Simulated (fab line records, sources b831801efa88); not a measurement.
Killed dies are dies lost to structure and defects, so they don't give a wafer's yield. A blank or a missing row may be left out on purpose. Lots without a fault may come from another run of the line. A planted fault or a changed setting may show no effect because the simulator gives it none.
fab line records | flow sfq_line | part 1 of 2: steps 1 to 21 of 29
record lots=5 wafers=15 last_day=76
route steps=325 shown M5@208 A5B@209 R5@212 I5@228
lots that met no fault: from a run of the same line without faults
start_h: hours from the record's first day to the start of the lot's first wafer shown | wait_h: hours since the lot's step before | " the same as in the row above | L1.1+2: a row that stands for several wafers | - no value, or no start given | * or withheld: withheld | < > ~ a bound
route shown NAME@n: a module of which the file shows steps, and the number in the route of the first | usual: mean/standard deviation of fault-free wafers | same: alike in all rows | chamber/n: place in a boat | sites: the reading at each site | _std_site: their standard deviation | _edge_site: outer sites' mean less inner sites' | radius_mm: how far each site lies from the wafer's centre | mask NAME#n: copy n | behind: the tool/chamber that last shaped the wafer | hold: why the lot was held/for how many hours/how that ended | device: the transistor (n, p or np) that didn't switch | end of line: the same wafers' tests at the end of the route | a step without rows: its recipe alone | killed: dies lost to structure and defects at the first sort, not the wafer's yield | map: a wafer's dies, x killed, . not, _ none there
set.NAME: the setting as run; set.NAME@STEP: as run at that earlier step | model.NAME: the simulator's own value behind a step, which no gauge read
lots at some steps of the route; a table a step, a row a wafer
services: from which hour (start_h, from the record's first day; less than 0 if before it) a tool's chamber was out of use, for how many hours, and why
## steps
# step SFQ_TRILAYER_M5_STRIP_SOLV_CLEAN_128
# recipe chemistry=NMP temp_c=70 time_s=600
# usual bath_heat_duty_pct=13.8/1.5
# columns lot.wafer tool chamber start_h wait_h bath_heat_duty_pct
L077.3 wet_bench-04 3 1096.99 0.2 14.8
L077.4 " 4 " " 14.8
L077.5 " 5 " " 12.7
L081.3 wet_bench-01 7 1126.79 0.2 12.7
L081.4 " 4 " " 14.5
L081.5 " 2 " " 14.5
L083.2 wet_bench-01 3 1132.79 0.4 11.5
L083.4 " 6 " " 17.9
L083.5 " 1 " " 14.4
L091.1 wet_bench-02 1 1197.69 0.4 13.5
L091.2 " 5 " " 13.9
L091.4 " 0 " " 12.1
L093.3 wet_bench-04 0 1209.69 0.2 12.3
L093.4 " 5 " " 13.6
L093.6 " 1 " " 14.0
# step SFQ_TRILAYER_A5B_DEP_PECVD_129
# recipe material=SiO2 temp_c=150 time_s=133.33 pressure_torr=2.4 rf_w=183.3 precursor=SiH4/N2O target_thk_nm=600
# usual chamber_pressure_Torr=2.399/0.0052 heater_power_w=76/15 rf_fwd_power_W=182.4/0.59 showerhead_vpp_V=835/34 throttle_valve_pct=25.4/0.8
# columns lot.wafer tool chamber start_h wait_h chamber_pressure_Torr heater_power_w rf_fwd_power_W showerhead_vpp_V throttle_valve_pct
L077.3 pecvd-04 1 1097.16 0.0 2.399 74 182.8 885 26.0
L077.4 " 1 " " 2.403 61 182.7 888 25.9
L077.5 " 0 " " 2.401 72 183.8 818 24.3
L081.3 pecvd-01 2 1127.01 0.0 2.410 93 181.6 850 24.8
L081.4 " 1 " " 2.400 87 182.5 847 27.0
L081.5 " 1 " " 2.406 90 183.3 844 27.0
L083.2 pecvd-04 0 1132.96 0.0 2.397 63 181.7 808 24.6
L083.4 " 0 " " 2.397 66 182.6 819 24.5
L083.5 " 2 " " 2.402 89 182.3 863 25.3
L091.1 pecvd-04 1 1197.86 0.0 2.393 72 183.0 887 26.1
L091.2 " 0 " " 2.414 69 182.9 824 24.8
L091.4 " 0 " " 2.403 71 183.3 818 24.4
L093.3 pecvd-04 1 1209.86 0.0 2.396 66 183.1 897 25.9
L093.4 " 1 " " 2.396 70 182.8 889 25.8
L093.6 " 0 " " 2.401 58 181.9 804 24.9
# step SFQ_TRILAYER_A5B_CMP_CMP_130
# recipe stop_on=Nb down_force_psi=3 platen_rpm=60 target_thk_nm=340.7
# usual motor_current_A=9.7/0.63
# columns lot.wafer tool chamber start_h wait_h motor_current_A
L077.3 cmp-01 3 1129.60 32.4 9.0
L077.4 " 0 " " 9.7
L077.5 " 3 1131.60 34.3 9.2
L081.3 cmp-01 3 1162.60 35.5 9.0
L081.4 " 2 1164.10 37.0 9.5
L081.5 " 3 " " 10.4
L083.4 cmp-02 2 1170.00 36.9 10.2
L083.2 " 3 " " 11.3
L083.5 " 3 1172.50 39.4 11.3
L091.2 cmp-02 0 1228.15 30.2 10.1
L091.4 " 1 " " 9.0
L091.1 " 2 " " 10.2
L093.4 cmp-02 0 1239.65 29.7 9.6
L093.3 " 1 " " 8.9
L093.6 " 1 1242.15 32.2 8.5
# step SFQ_TRILAYER_A5B_METRO_MEASURE_131
# usual thk_nm=339/7.4
# columns lot.wafer tool chamber start_h wait_h thk_nm
L077.3 film_metro-02 - 1133.00 2.9 324
L077.4 " - " " 335
L077.5 " - " " 325
L081.3 film_metro-02 - 1166.00 2.9 331
L081.4 " - " " 342
L081.5 " - " " 336
L083.2 film_metro-04 - 1173.20 2.2 339
L083.4 " - " " 344
L083.5 " - " " 341
L091.1 film_metro-04 - 1230.65 1.0 347
L091.2 " - " " 340
L091.4 " - " " 334
L093.3 film_metro-02 - 1243.05 2.4 346
L093.4 " - " " 347
L093.6 " - " " 339
# step SFQ_TRILAYER_R5_DEP_SPUTTER_132
# recipe material=Ti base_pressure_pa=1.33e-06 target_thk_nm=5 power_w=2000 time_s=5 chamber_pressure_pa=0.4
# usual throttle_valve_pct=30.0/1
# columns lot.wafer tool chamber start_h wait_h throttle_valve_pct
L077.3 pvd_sputter-05 - 1133.80 0.6 29.8
L077.4 " - " " 28.3
L077.5 " - " " 28.4
L081.3 pvd_sputter-05 - 1166.80 0.6 28.5
L081.4 " - " " 29.6
L081.5 " - " " 30.9
L083.2 pvd_sputter-05 - 1174.20 0.8 31.3
L083.4 " - " " 28.1
L083.5 " - " " 31.4
L091.1 pvd_sputter-04 - 1231.85 1.0 31.4
L091.2 " - " " 29.7
L091.4 " - " " 29.1
L093.3 pvd_sputter-06 - 1243.85 0.6 29.2
L093.4 " - " " 31.3
L093.6 " - " " 31.2
# step SFQ_TRILAYER_R5_DEP_SPUTTER_133
# recipe material=MoNx base_pressure_pa=1.33e-06 target_thk_nm=40 power_w=1000 time_s=66.7 chamber_pressure_pa=0.4
# usual throttle_valve_pct=30.0/1
# columns lot.wafer tool chamber start_h wait_h throttle_valve_pct
L077.3 pvd_sputter-05 - 1133.81 0.0 29.8
L077.4 " - " " 28.1
L077.5 " - " " 28.5
L081.3 pvd_sputter-05 - 1166.81 0.0 28.6
L081.4 " - " " 29.9
L081.5 " - " " 31.4
L083.2 pvd_sputter-05 - 1174.22 0.0 31.0
L083.4 " - " " 28.3
L083.5 " - " " 30.8
L091.1 pvd_sputter-04 - 1231.87 0.0 31.4
L091.2 " - " " 29.4
L091.4 " - " " 29.1
L093.3 pvd_sputter-06 - 1243.87 0.0 29.4
L093.4 " - " " 31.4
L093.6 " - " " 31.2
# step SFQ_TRILAYER_R5_DEP_SPUTTER_134
# recipe material=Ti base_pressure_pa=1.33e-06 target_thk_nm=5 power_w=2000 time_s=5 chamber_pressure_pa=0.4
# usual throttle_valve_pct=30.0/1
# columns lot.wafer tool chamber start_h wait_h throttle_valve_pct
L077.3 pvd_sputter-05 - 1133.87 0.0 29.7
L077.4 " - " " 28.8
L077.5 " - " " 28.4
L081.3 pvd_sputter-05 - 1166.87 0.0 28.4
L081.4 " - " " 29.6
L081.5 " - " " 31.2
L083.2 pvd_sputter-05 - 1174.27 0.0 30.8
L083.4 " - " " 28.8
L083.5 " - " " 30.8
L091.1 pvd_sputter-04 - 1231.92 0.0 31.5
L091.2 " - " " 29.8
L091.4 " - " " 29.1
L093.3 pvd_sputter-06 - 1243.92 0.0 29.5
L093.4 " - " " 31.1
L093.6 " - " " 31.2
# step SFQ_R5_RS_MEAS_933
# recipe thk_meas_gauge=four-point-probe reads=Ti_of_TRILAYER_R5_DEP_SPUTTER_134+MoNx_of_TRILAYER_R5_DEP_SPUTTER_133+Ti_of_TRILAYER_R5_DEP_SPUTTER_132
# usual R5_MONX_RS=7.04/0.09
# columns lot.wafer tool chamber start_h wait_h R5_MONX_RS[ohm/sq]
L077.3 film_metro-04 - 1133.93 0.0 7.03
L077.4 " - " " 7.04
L077.5 " - " " 7.07
L081.3 film_metro-04 - 1166.93 0.0 7.15
L081.4 " - " " 7.03
L081.5 " - " " 7.15
L083.2 film_metro-01 - 1174.31 0.0 7.05
L083.4 " - " " 7.00
L083.5 " - " " 7.13
L091.1 film_metro-01 - 1231.94 0.0 6.99
L091.2 " - " " 7.03
L091.4 " - " " 7.14
L093.3 film_metro-01 - 1243.98 0.0 7.04
L093.4 " - " " 7.14
L093.6 " - " " 7.12
# step SFQ_R5_THK_MEAS_934
# recipe thk_meas_gauge=xrf reads=MoNx_of_TRILAYER_R5_DEP_SPUTTER_133
# usual R5_MONX_THK=40.7/0.54
# columns lot.wafer tool chamber start_h wait_h R5_MONX_THK[nm]
L077.3 film_metro-04 - 1134.03 0.1 40.5
L077.4 " - " " 40.9
L077.5 " - " " 40.6
L081.3 film_metro-04 - 1167.03 0.1 40.3
L081.4 " - " " 40.8
L081.5 " - " " 40.2
L083.2 film_metro-01 - 1174.42 0.1 40.5
L083.4 " - " " 40.6
L083.5 " - " " 40.2
L091.1 film_metro-01 - 1232.06 0.1 40.8
L091.2 " - " " 40.6
L091.4 " - " " 40.1
L093.3 film_metro-01 - 1244.08 0.1 40.9
L093.4 " - " " 40.0
L093.6 " - " " 40.2
# step SFQ_TRILAYER_R5_LITHO_COAT_141
# recipe resist=BARC spin_rpm=3000 resist_thk_nm=62
# usual chill_plate_temp_C=23.01/0.093 resist_line_temp_C=23.01/0.089
# columns lot.wafer tool chamber start_h wait_h chill_plate_temp_C resist_line_temp_C
L077.3 litho_track-04 0 1134.40 0.4 22.85 22.98
L077.4 " 0 " " 22.91 23.02
L077.5 " 0 " " 22.97 22.89
L081.3 litho_track-04 0 1167.17 0.1 23.09 22.89
L081.4 " 0 " " 23.04 22.94
L081.5 " 0 " " 23.11 22.97
L083.2 litho_track-01 0 1174.52 0.1 23.00 23.08
L083.4 " 0 " " 23.02 23.11
L083.5 " 0 " " 22.99 23.01
L091.1 litho_track-03 0 1232.12 0.1 22.99 23.14
L091.2 " 0 " " 23.03 23.14
L091.4 " 0 " " 22.89 22.95
L093.3 litho_track-04 0 1244.22 0.1 22.97 22.89
L093.4 " 0 " " 23.08 22.97
L093.6 " 0 " " 23.01 23.08
# step SFQ_TRILAYER_R5_LITHO_COAT_136
# recipe resist=KrF spin_rpm=3000 resist_thk_nm=600
# usual chill_plate_temp_C=22.99/0.1 resist_line_temp_C=23.01/0.11
# columns lot.wafer tool chamber start_h wait_h chill_plate_temp_C resist_line_temp_C
L077.3 litho_track-04 0 1134.70 0.2 23.07 22.98
L077.4 " 0 " " 22.99 23.07
L077.5 " 0 " " 22.88 22.98
L081.3 litho_track-04 0 1167.47 0.2 22.97 22.96
L081.4 " 0 " " 23.03 23.30
L081.5 " 0 " " 22.97 23.11
L083.2 litho_track-01 0 1174.82 0.2 22.98 23.08
L083.4 " 0 " " 22.87 22.97
L083.5 " 0 " " 22.93 22.92
L091.1 litho_track-03 0 1232.42 0.2 23.19 23.04
L091.2 " 0 " " 23.13 22.89
L091.4 " 0 " " 23.12 22.95
L093.3 litho_track-04 0 1244.52 0.2 22.90 22.86
L093.4 " 0 " " 22.90 22.92
L093.6 " 0 " " 22.98 22.79
# step SFQ_TRILAYER_R5_LITHO_SOFTBAKE_140
# recipe temp_c=withheld time_s=withheld resist=KrF
# usual chill_plate_temp_C=* resist_line_temp_C=*
# columns lot.wafer tool chamber start_h wait_h chill_plate_temp_C resist_line_temp_C
L077.3 litho_track-04 0 1134.95 0.2 * *
L077.4 " 0 " " * *
L077.5 " 0 " " * *
L081.3 litho_track-04 0 1167.72 0.2 * *
L081.4 " 0 " " * *
L081.5 " 0 " " * *
L083.2 litho_track-01 0 1175.09 0.2 * *
L083.4 " 0 " " * *
L083.5 " 0 " " * *
L091.1 litho_track-03 0 1232.72 0.2 * *
L091.2 " 0 " " * *
L091.4 " 0 " " * *
L093.3 litho_track-04 0 1244.77 0.2 * *
L093.4 " 0 " " * *
L093.6 " 0 " " * *
# step SFQ_TRILAYER_R5_LITHO_EXPOSE_137
# recipe mask_id=R5 na=0.6 source_shape=conventional sigma_outer=0.65 target_cd_nm=500 dose_mj=14.4
# usual focus_offset_nm=-0.1/0.53 stage_vel_mm_s=499.97/0.25
# columns lot.wafer tool chamber start_h wait_h mask focus_offset_nm stage_vel_mm_s
L077.3 krf_scanner-01 0 1231.70 - R5#0 0.5 500.42
L077.4 " 0 " " R5#0 0.7 500.27
L077.5 " 0 " " R5#0 -0.7 499.90
L081.3 krf_scanner-01 0 1269.65 - R5#0 0.2 499.81
L081.4 " 0 " " R5#0 -0.2 499.74
L081.5 " 0 " " R5#0 -0.3 499.80
L083.2 krf_scanner-01 0 1275.45 - R5#0 0.0 499.70
L083.4 " 0 " " R5#0 -0.6 499.77
L083.5 " 0 " " R5#0 0.2 499.91
L091.1 krf_scanner-01 0 1341.15 - R5#0 0.2 499.97
L091.2 " 0 " " R5#0 -0.2 499.77
L091.4 " 0 " " R5#0 -0.4 500.43
L093.3 krf_scanner-01 0 1358.76 - R5#0 -0.3 499.86
L093.4 " 0 " " R5#0 -0.8 500.14
L093.6 " 0 " " R5#0 -0.9 499.56
# step SFQ_TRILAYER_R5_LITHO_PEB_139
# recipe peb_temp_c=115 peb_time_s=60 resist=KrF
# usual chill_plate_temp_C=23.03/0.099 resist_line_temp_C=23.01/0.11
# columns lot.wafer tool chamber start_h wait_h chill_plate_temp_C resist_line_temp_C
L077.3 litho_track-01 0 1232.55 0.7 22.86 23.01
L077.4 " 0 " " 23.00 23.13
L077.5 " 0 " " 22.93 23.07
L081.3 litho_track-04 0 1270.50 0.7 23.15 22.83
L081.4 " 0 " " 22.99 22.91
L081.5 " 0 " " 22.99 23.04
L083.2 litho_track-03 0 1276.47 0.8 22.99 23.08
L083.4 " 0 " " 22.87 23.07
L083.5 " 0 " " 23.10 23.08
L091.1 litho_track-04 0 1342.35 1.0 22.88 22.90
L091.2 " 0 " " 23.06 22.83
L091.4 " 0 " " 23.01 22.90
L093.3 litho_track-01 0 1359.61 0.7 22.94 23.02
L093.4 " 0 " " 22.79 23.13
L093.6 " 0 " " 22.90 23.06
# step SFQ_TRILAYER_R5_LITHO_DEVELOP_138
# recipe time_s=60 resist=KrF
# usual chill_plate_temp_C=23.02/0.1 resist_line_temp_C=22.99/0.099
# columns lot.wafer tool chamber start_h wait_h chill_plate_temp_C resist_line_temp_C
L077.3 litho_track-01 0 1232.70 0.1 23.08 22.80
L077.4 " 0 " " 23.20 23.13
L077.5 " 0 " " 23.18 23.00
L081.3 litho_track-04 0 1270.65 0.1 23.26 22.80
L081.4 " 0 " " 23.08 22.93
L081.5 " 0 " " 22.93 22.90
L083.2 litho_track-03 0 1276.62 0.1 23.01 23.08
L083.4 " 0 " " 22.97 22.98
L083.5 " 0 " " 23.11 22.89
L091.1 litho_track-04 0 1342.50 0.1 23.03 22.90
L091.2 " 0 " " 23.08 22.98
L091.4 " 0 " " 22.85 22.91
L093.3 litho_track-01 0 1359.76 0.1 23.01 22.95
L093.4 " 0 " " 22.90 23.06
L093.6 " 0 " " 22.90 22.96
# step SFQ_R5_OVL_MEAS_935
# usual R5_OVL=3/5.3
# columns lot.wafer tool chamber start_h wait_h R5_OVL[nm]
L077.3 overlay-02 - 1232.81 0.1 0
L077.4 " - " " 5
L077.5 " - " " 3
L081.3 overlay-02 - 1270.76 0.1 -5
L081.4 " - " " -4
L081.5 " - " " -2
L083.2 overlay-02 - 1276.75 0.1 3
L083.4 " - " " -1
L083.5 " - " " -3
L091.1 overlay-01 - 1342.65 0.1 5
L091.2 " - " " 10
L091.4 " - " " 14
L093.3 overlay-01 - 1359.87 0.1 -3
L093.4 " - " " 3
L093.6 " - " " -3
# step SFQ_TRILAYER_R5_BARC_OPEN_METAL_ETCH_177
# recipe mask_material=PR chemistry=O2 target_depth_nm=125 target=BARC icp_w=600 bias_w=80 pressure_mtorr=10 time_s=41.7
# usual drypump_motor_current_A=5.8/0.38 oes_product_au=0.685/0.0048 rf_fwd_power_W=593.4/2.4
# columns lot.wafer tool chamber start_h wait_h drypump_motor_current_A oes_product_au rf_fwd_power_W rf_hours_counter_h
L077.3 rie_metal-01 0 1232.85 0.0 5.0 0.684 594.3 -
L077.4 " 1 " " 5.8 0.672 593.7 -
L077.5 " 1 " " 5.8 0.681 592.5 -
L081.3 rie_metal-04 0 1270.80 0.0 6.0 0.687 594.7 -
L081.4 " 1 " " 5.8 0.690 590.7 -
L081.5 " 0 " " 6.0 0.687 593.5 -
L083.2 rie_metal-02 1 1276.78 0.0 5.6 0.693 596.0 31
L083.4 " 0 " " 6.4 0.690 595.3 -
L083.5 " 0 " " 6.4 0.688 596.2 -
L091.1 rie_metal-04 1 1342.68 0.0 5.8 0.688 596.3 133
L091.2 " 0 " " 6.0 0.678 590.8 150
L091.4 " 0 " " 6.0 0.684 589.6 -
L093.3 rie_metal-01 0 1359.91 0.0 5.0 0.682 595.8 -
L093.4 " 1 " " 5.8 0.685 592.4 -
L093.6 " 0 " " 5.0 0.680 595.5 -
# step SFQ_TRILAYER_R5_ETCH_METAL_ETCH_139
# recipe stop_on=SiO2 mask_material=PR chemistry=Cl2 target_depth_nm=60 icp_w=600 bias_w=80 pressure_mtorr=10 time_s=40
# usual drypump_motor_current_A=5.8/0.39 oes_product_au=0.990/0.007 rf_fwd_power_W=594.0/2.2
# columns lot.wafer tool chamber start_h wait_h drypump_motor_current_A oes_product_au rf_fwd_power_W rf_hours_counter_h
L077.3 rie_metal-01 0 1232.91 0.0 5.0 0.990 597.3 -
L077.4 " 1 " " 5.8 0.983 595.0 -
L077.5 " 1 " " 5.9 0.988 588.8 -
L081.3 rie_metal-04 0 1270.86 0.0 6.0 0.998 593.2 -
L081.4 " 1 " " 5.8 0.998 594.6 -
L081.5 " 0 " " 6.0 0.979 594.3 -
L083.2 rie_metal-02 1 1276.84 0.0 5.6 0.979 596.1 31
L083.4 " 0 " " 6.3 0.997 600.1 -
L083.5 " 0 " " 6.4 0.999 595.8 -
L091.1 rie_metal-04 1 1342.74 0.0 5.8 0.994 596.8 133
L091.2 " 0 " " 6.0 0.995 592.7 150
L091.4 " 0 " " 6.0 0.998 595.4 -
L093.3 rie_metal-01 0 1359.97 0.0 5.0 0.991 593.1 -
L093.4 " 1 " " 5.9 0.993 592.5 -
L093.6 " 0 " " 5.0 0.984 596.0 -
# step SFQ_TRILAYER_R5_STRIP_STRIP_140
# recipe gas=O2 power_w=200 platen_temp_c=40 overash_fraction=0.65 chemistry=O2 pressure_mtorr=50
# usual drypump_motor_current_A=5.8/0.38 oes_product_au=1.002/0.013
# same overash_fraction=0.65
# columns lot.wafer tool chamber start_h wait_h drypump_motor_current_A oes_product_au rf_hours_counter_h
L077.3 rie_metal-01 0 1233.15 0.2 5.0 0.992 -
L077.4 " 1 " " 5.8 0.983 -
L077.5 " 1 " " 5.8 0.991 -
L081.3 rie_metal-04 0 1271.10 0.2 6.0 1.005 -
L081.4 " 1 " " 5.8 1.018 -
L081.5 " 0 " " 6.0 0.999 -
L083.2 rie_metal-02 1 1276.90 0.0 5.6 0.992 31
L083.4 " 0 " " 6.4 1.015 -
L083.5 " 0 " " 6.4 1.027 -
L091.1 rie_metal-04 1 1342.80 0.0 5.8 1.027 133
L091.2 " 0 " " 6.0 1.008 150
L091.4 " 0 " " 6.0 1.006 -
L093.3 rie_metal-01 0 1360.21 0.2 5.0 0.996 -
L093.4 " 1 " " 5.8 0.982 -
L093.6 " 0 " " 5.0 0.988 -
# step SFQ_TRILAYER_R5_STRIP_SOLV_CLEAN_141
# recipe chemistry=NMP temp_c=70 time_s=600
# usual bath_heat_duty_pct=13.4/1.6
# columns lot.wafer tool chamber start_h wait_h bath_heat_duty_pct
L077.3 wet_bench-01 3 1233.55 0.2 13.5
L077.4 " 1 " " 14.8
L077.5 " 2 " " 13.3
L081.3 wet_bench-04 3 1271.50 0.2 16.1
L081.4 " 6 " " 12.8
L081.5 " 0 " " 11.1
L083.2 wet_bench-03 1 1277.50 0.4 13.3
L083.4 " 4 " " 12.7
L083.5 " 6 " " 14.1
L091.1 wet_bench-01 6 1343.40 0.4 17.3
L091.2 " 0 " " 12.8
L091.4 " 2 " " 14.3
L093.3 wet_bench-03 2 1360.61 0.2 14.3
L093.4 " 6 " " 12.6
L093.6 " 1 " " 13.2
# step SFQ_TRILAYER_A5C_DEP_PECVD_142
# recipe material=SiO2 temp_c=150 time_s=15.556 pressure_torr=2.4 rf_w=183.3 precursor=SiH4/N2O target_thk_nm=70
# usual chamber_pressure_Torr=2.400/0.0055 heater_power_w=76/16 rf_fwd_power_W=179.8/0.96 showerhead_vpp_V=832/39 throttle_valve_pct=25.1/1
# columns lot.wafer tool chamber start_h wait_h chamber_pressure_Torr heater_power_w rf_fwd_power_W showerhead_vpp_V throttle_valve_pct
L077.3 pecvd-03 1 1233.72 0.0 2.407 84 180.9 900 23.5
L077.4 " 2 " " 2.392 73 181.4 795 23.5
L077.5 " 0 " " 2.405 101 179.0 869 22.6
L081.3 pecvd-02 2 1271.67 0.0 2.396 105 178.5 793 25.1
L081.4 " 2 " " 2.399 103 179.3 800 24.9
L081.5 " 0 " " 2.403 73 179.2 811 26.1
L083.2 pecvd-04 1 1277.67 0.0 2.386 74 180.3 892 25.8
L083.4 " 0 " " 2.401 65 180.1 834 24.8
L083.5 " 2 " " 2.397 93 179.6 869 25.5
L091.1 pecvd-04 1 1343.57 0.0 2.411 76 180.5 896 25.8
L091.2 " 0 " " 2.398 60 180.8 817 25.0
L091.4 " 2 " " 2.399 82 179.3 867 25.5
L093.3 pecvd-04 0 1360.79 0.0 2.403 68 181.0 815 25.0
L093.4 " 0 " " 2.405 67 179.9 816 24.7
L093.6 " 2 " " 2.389 83 180.3 862 25.6
